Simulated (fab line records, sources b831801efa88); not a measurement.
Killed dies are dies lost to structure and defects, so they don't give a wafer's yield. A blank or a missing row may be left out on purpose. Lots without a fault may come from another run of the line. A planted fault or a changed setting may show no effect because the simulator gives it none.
Which tool did it? | flow gf180mcu | 13 lots, 39 wafers sampled, at 5 steps of a route of 602

WHAT THE GAUGES READ, wafer by wafer
GF_M2_OVL_MEAS_15.
lot  | measured     | on         | M2_OVL (nm)
L452 | day 19 01:19 | overlay-02 | -2 -6 -3
L453 | day 19 11:25 | overlay-01 | 1 -5 5
L455 | day 20 10:47 | overlay-01 | -4 -4 -3
L457 | day 21 03:50 | overlay-02 | 7 5 5
L460 | day 22 12:15 | overlay-02 | -2 -2 3
L462 | day 23 01:23 | overlay-02 | 10 4 9
L466 | day 24 09:16 | overlay-02 | 14 3 4
L472 | day 26 05:37 | overlay-01 | -7 -4 -3
L473 | day 26 06:16 | overlay-01 | 5 9 10
L474 | day 26 17:02 | overlay-01 | 9 16 18
L475 | day 27 00:10 | overlay-01 | 13 18 15

WHICH TOOL RAN EACH LOT (tool, then ch and the chambers of the sampled wafers, then the start)
lot  | GF_VT_IMPLANT_STRIP_20               | GF_CONTACT_ETCH_17                 | GF_CONTACT_STRIP_18                  | GF_M2_SPUTTER_03
L452 | plasma_asher-03 ch 0,1, day 6 05:49  | rie_diel-01 ch 0,1, day 16 00:00   | plasma_asher-02 ch 0,1, day 16 00:10 | pvd_sputter-03, day 18 02:10
L453 | plasma_asher-03 ch 0,1, day 6 09:23  | rie_diel-03 ch 0,1,2, day 16 08:00 | plasma_asher-04 ch 0,1, day 16 08:32 | pvd_sputter-03, day 18 11:34
L455 | plasma_asher-03 ch 0,1, day 6 22:43  | rie_diel-01 ch 0,2,3, day 17 08:00 | plasma_asher-04 ch 0,1, day 17 08:10 | pvd_sputter-03, day 19 10:25
L457 | plasma_asher-03 ch 0,1, day 7 15:52  | rie_diel-04 ch 0,1,2, day 18 00:00 | plasma_asher-04 ch 0,1, day 18 00:47 | pvd_sputter-03, day 20 03:44
L460 | plasma_asher-04 ch 0,1, day 8 14:26  | rie_diel-01 ch 1,2, day 19 08:00   | plasma_asher-01 ch 0,1, day 19 08:43 | pvd_sputter-03, day 21 12:46
L462 | plasma_asher-04 ch 0,1, day 9 00:46  | rie_diel-04 ch 0,2,3, day 19 21:00 | plasma_asher-04 ch 0,1, day 19 22:05 | pvd_sputter-02, day 22 01:57
L466 | plasma_asher-03 ch 0,1, day 10 00:20 | rie_diel-01 ch 0,2,3, day 21 08:00 | plasma_asher-01 ch 0,1, day 21 09:01 | pvd_sputter-03, day 23 11:34
L468 | plasma_asher-04 ch 0,1, day 10 11:37 | rie_diel-01 ch 0,3, day 22 02:00   | plasma_asher-02 ch 0,1, day 22 02:58 | -
L469 | plasma_asher-03 ch 0,1, day 10 17:41 | rie_diel-03 ch 1,2,3, day 22 07:00 | plasma_asher-02 ch 1, day 22 07:16   | -
L472 | plasma_asher-04 ch 0,1, day 11 13:15 | rie_diel-03 ch 0,2,3, day 23 07:00 | plasma_asher-01 ch 0,1, day 23 07:14 | pvd_sputter-02, day 25 08:01
L473 | plasma_asher-04 ch 1, day 11 17:42   | rie_diel-04 ch 0,1,3, day 23 09:00 | plasma_asher-04 ch 0,1, day 23 09:08 | pvd_sputter-04, day 25 08:37
L474 | plasma_asher-01 ch 0,1, day 12 00:34 | rie_diel-01 ch 0,1,2, day 23 20:00 | plasma_asher-01 ch 0,1, day 23 20:42 | pvd_sputter-04, day 25 19:56
L475 | plasma_asher-03 ch 0,1, day 12 08:52 | rie_diel-04 ch 1,2, day 24 04:00   | plasma_asher-01 ch 0,1, day 24 04:44 | pvd_sputter-04, day 26 03:31
- GF_VT_IMPLANT_STRIP_20: strips in O2/N2.
- GF_CONTACT_ETCH_17: etches SiO2 in C4F8/O2/Ar, stops on CoSi2, target depth 860 nm.
- GF_CONTACT_STRIP_18: strips in O2/N2.
- GF_M2_SPUTTER_03: material Ti, target thk 10 nm, time 6.7 s.

WHAT THE TOOLS THEMSELVES READ (means of the sampled wafers that have a number; where no wafer has one, the mark that the record gives instead)
GF_VT_IMPLANT_STRIP_20.
lot  | tool            | drypump_motor_current_A (A) | heater_power_w (W) | oes_product_au (a.u.) | strip_time_to_endpoint_s (s)
L452 | plasma_asher-03 | 5.2                         | 335                | 0.717                 | 12.60
L453 | plasma_asher-03 | 5.2                         | 338                | 0.715                 | 12.64
L455 | plasma_asher-03 | 5.2                         | 331                | 0.719                 | 12.67
L457 | plasma_asher-03 | 5.2                         | 329                | 0.718                 | 12.63
L460 | plasma_asher-04 | 4.9                         | 307                | 0.713                 | 12.59
L462 | plasma_asher-04 | 5.1                         | 333                | 0.720                 | 12.65
L466 | plasma_asher-03 | 5.6                         | 332                | 0.719                 | 12.64
L468 | plasma_asher-04 | 5.0                         | 307                | 0.715                 | 12.63
L469 | plasma_asher-03 | 5.6                         | 338                | 0.717                 | 12.60
L472 | plasma_asher-04 | 4.9                         | 300                | 0.716                 | 12.58
L473 | plasma_asher-04 | 5.2                         | 357                | 0.718                 | 12.62
L474 | plasma_asher-01 | 5.3                         | 278                | 0.718                 | 12.60
L475 | plasma_asher-03 | 5.2                         | 336                | 0.715                 | 12.64

GF_CONTACT_ETCH_17.
lot  | tool        | bias_w (W) | chamber_pressure_mTorr (mTorr) | oes_product_au (a.u.)
L452 | rie_diel-01 | 1200       | 40.00                          | 0.817
L453 | rie_diel-03 | 1200       | 39.98                          | 0.819
L455 | rie_diel-01 | 1198       | 39.98                          | 0.811
L457 | rie_diel-04 | 1201       | 40.00                          | 0.815
L460 | rie_diel-01 | 1200       | 39.97                          | 0.814
L462 | rie_diel-04 | 1202       | 39.99                          | 0.819
L466 | rie_diel-01 | 1198       | 40.01                          | 0.813
L468 | rie_diel-01 | -          | -                              | -
L469 | rie_diel-03 | -          | -                              | -
L472 | rie_diel-03 | 1201       | 40.06                          | 0.816
L473 | rie_diel-04 | 1200       | 40.04                          | 0.816
L474 | rie_diel-01 | 1196       | 39.99                          | 0.819
L475 | rie_diel-04 | 1201       | 39.99                          | 0.816

GF_CONTACT_STRIP_18.
lot  | tool            | drypump_motor_current_A (A) | heater_power_w (W) | oes_product_au (a.u.)
L452 | plasma_asher-02 | 5.9                         | 328                | 0.586
L453 | plasma_asher-04 | 5.1                         | 327                | 0.581
L455 | plasma_asher-04 | 5.0                         | 334                | 0.582
L457 | plasma_asher-04 | 4.9                         | 303                | 0.581
L460 | plasma_asher-01 | 5.1                         | 280                | 0.581
L462 | plasma_asher-04 | 4.9                         | 306                | 0.577
L466 | plasma_asher-01 | 5.1                         | 280                | 0.583
L468 | plasma_asher-02 | 5.9                         | 337                | 0.673
L469 | plasma_asher-02 | 5.5                         | 393                | 0.669
L472 | plasma_asher-01 | 5.3                         | 292                | 0.576
L473 | plasma_asher-04 | 5.1                         | 328                | 0.585
L474 | plasma_asher-01 | 5.3                         | 287                | 0.579
L475 | plasma_asher-01 | 5.1                         | 282                | 0.581

GF_M2_SPUTTER_03.
lot  | tool           | throttle_valve_pct (%)
L452 | pvd_sputter-03 | 29.5
L453 | pvd_sputter-03 | 29.6
L455 | pvd_sputter-03 | 29.2
L457 | pvd_sputter-03 | 28.6
L460 | pvd_sputter-03 | 28.4
L462 | pvd_sputter-02 | 29.1
L466 | pvd_sputter-03 | 29.5
L472 | pvd_sputter-02 | 29.7
L473 | pvd_sputter-04 | 29.6
L474 | pvd_sputter-04 | 28.9
L475 | pvd_sputter-04 | 29.4

THE ANSWER, worked out from the rows above alone
Rule: what is usual is taken from the lots themselves. Put in order of their means at a reading, lots are off if they are a third of the lots or fewer, leave a main group of 4 or more, and stand apart from it by a gap of 3 or more times the standard deviation of the main group's means; of several such gaps the widest counts. A main group whose means are all the same, to the digits that the tables above print for the reading, isn't used. A lot without any number at a reading at which 4 lots or more have one is off too. The other lots that the step has rows for count as sound. The gauges are gone through in route order, then the tools' own readings, and for those a lot's mean is taken as printed above. The first step at which some lot is off is used, and at that step the reading that is off furthest; a lot without a number counts as furthest.
Off: L468, L469, at GF_CONTACT_ETCH_17 (bias_w). Without a number there: L468, L469. The main group: mean 1200 W, standard deviation 1.7.
A tool fits if, at that step or a process step before it, it ran every lot that is off, and no sound lot after the first of them. None of those tried fits.

WHAT THE SIMULATOR HAD PUT IN
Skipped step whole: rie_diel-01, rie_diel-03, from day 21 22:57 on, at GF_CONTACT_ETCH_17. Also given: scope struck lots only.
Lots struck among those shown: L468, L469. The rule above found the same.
